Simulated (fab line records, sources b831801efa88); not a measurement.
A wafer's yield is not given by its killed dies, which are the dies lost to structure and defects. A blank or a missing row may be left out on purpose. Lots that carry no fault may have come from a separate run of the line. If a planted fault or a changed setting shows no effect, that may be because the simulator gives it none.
Which tool was responsible? + flow sky130 + at 1 step of a route of 708, 12 lots with 36 wafers sampled

## WHAT THE GAUGES SHOWED, per wafer
SKY_VIA4_OVL_MEAS_11. Usual: VIA4_OVL gives 0.6 nm (standard deviation 1.3).
| lot  | measured     | on         | VIA4_OVL (nm)  | flag |
|------|--------------|------------|----------------|------|
| L125 | day 43 10:23 | overlay-02 | 0.2 -1.5 -1.8  |      |
| L126 | day 43 18:14 | overlay-01 | -1.2 0.9 0.4   |      |
| L128 | day 44 12:55 | overlay-02 | 1.6 0.6 2.6    |      |
| L129 | day 44 22:29 | overlay-01 | 1.5 0.3 -0.1   |      |
| L130 | day 45 02:07 | overlay-02 | -2.4 -2.9 1.8  |      |
| L131 | day 45 04:10 | overlay-01 | 2.0 2.8 2.2    |      |
| L132 | day 45 08:43 | overlay-02 | 2.1 0.9 0.5    |      |
| L133 | day 45 18:10 | overlay-02 | -0.1 -0.6 -1.1 |      |
| L136 | day 46 09:53 | overlay-01 | -0.6 0.5 1.3   |      |
| L142 | day 47 21:55 | overlay-02 | 1.4 1.6 1.4    |      |
| L147 | day 48 17:50 | overlay-02 | -1.0 0.3 -0.3  |      |
| L146 | day 48 22:34 | overlay-02 | -0.9 -0.7 -0.3 |      |

## WHAT TOOL EACH LOT RAN ON (gives the tool, then ch and the chambers of the sampled wafers, and finally the start)
There is no process step in the record ahead of these readings.

## AS READ BY THE TOOLS THEMSELVES (means over the sampled wafers that have a number; for cases with no such wafer, the mark the record gives instead)
The record holds no such reading with a usual standard deviation.

## THE ANSWER, worked out from the rows above alone
Rule: a lot is off if the mean of its wafers that have a number lies more than 3 standard deviations from the usual mean. A lot without any number at a reading at which 4 lots or more have one is off too. Where the step has rows for the other lots, those lots are counted as sound. Order of review: gauges by route order, followed by the tools' own readings, for which a lot's mean as printed above is used. At the first step where some lot is off, the reading lying furthest off is the one used; lots without a number count as furthest.
Across all readings shown, no lot is off: no conclusion can be drawn from this.

## WHAT THE SIMULATOR HAD INSERTED
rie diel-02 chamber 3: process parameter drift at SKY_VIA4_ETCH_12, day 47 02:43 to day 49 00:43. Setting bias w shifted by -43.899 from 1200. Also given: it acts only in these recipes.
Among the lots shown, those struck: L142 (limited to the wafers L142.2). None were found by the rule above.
